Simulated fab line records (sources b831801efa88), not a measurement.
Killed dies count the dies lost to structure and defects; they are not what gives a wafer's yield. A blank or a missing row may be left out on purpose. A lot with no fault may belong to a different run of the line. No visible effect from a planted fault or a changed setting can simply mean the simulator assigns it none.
Which of the tools did it?    flow gf180mcu    21 wafers from 7 lots sampled at 2 of the route's 602 steps

## WHAT THE GAUGES READ, wafer by wafer
GF_NWELL_OVL_MEAS_07.
lot   measured     on          NWELL_OVL (nm)
L565  day 3 15:05  overlay-02  -2.3 -1.4 -0.3
L568  day 4 03:46  overlay-02  0.0 0.2 1.4
L570  day 5 01:08  overlay-01  3.0 3.7 2.7
L572  day 5 05:14  overlay-01  0.1 1.4 3.5
L574  day 5 17:54  overlay-02  1.8 -1.0 0.2
L579  day 6 15:24  overlay-01  -76.1 -77.9 -77.7
L585  day 8 01:45  overlay-02  -0.2 1.1 1.6

## WHICH TOOL RAN EACH LOT (tool, then ch and the chambers of the sampled wafers, then the start)
lot   GF_NWELL_EXPOSE_04
L565  ilineStepper-01 ch 0, day 3 09:19
L568  ilineStepper-02 ch 0, day 3 21:23
L570  ilineStepper-01 ch 0, day 4 18:14
L572  ilineStepper-01 ch 0, day 4 23:01
L574  ilineStepper-01 ch 0, day 5 10:58
L579  ilineStepper-01 ch 0, day 6 08:38
L585  ilineStepper-02 ch 0, day 7 17:49
- GF_NWELL_EXPOSE_04: exposes mask Nwell, target cd 860 nm.

## THE ANSWER, worked out from the rows above alone
Rule: the usual values come from the lots themselves. The widest of any qualifying gaps counts: lots, ordered by their means at a reading, are off when they make up no more than a third of the lots, leave a main group of 4 or more, and stand apart from it by 3 or more times the standard deviation of that group's means. A main group is skipped when, at the precision printed for the reading in the tables above, its means are all equal. A lot without any number at a reading at which 4 lots or more have one is off too. The other lots that the step has rows for count as sound.
Off: at GF_NWELL_OVL_MEAS_07 (NWELL_OVL), L579. Main group: mean 0.9 nm, sd 1.4.
A tool fits if, at a process step before that reading, it ran every lot that is off, and no sound lot after the first of them. Those tools and the gauges at GF_NWELL_OVL_MEAS_07 are tried in the same way. Can't be told from this: 2 tools fit, ilineStepper-01 at GF_NWELL_EXPOSE_04, overlay-01 at GF_NWELL_OVL_MEAS_07.

## WHAT THE SIMULATOR HAD PUT IN
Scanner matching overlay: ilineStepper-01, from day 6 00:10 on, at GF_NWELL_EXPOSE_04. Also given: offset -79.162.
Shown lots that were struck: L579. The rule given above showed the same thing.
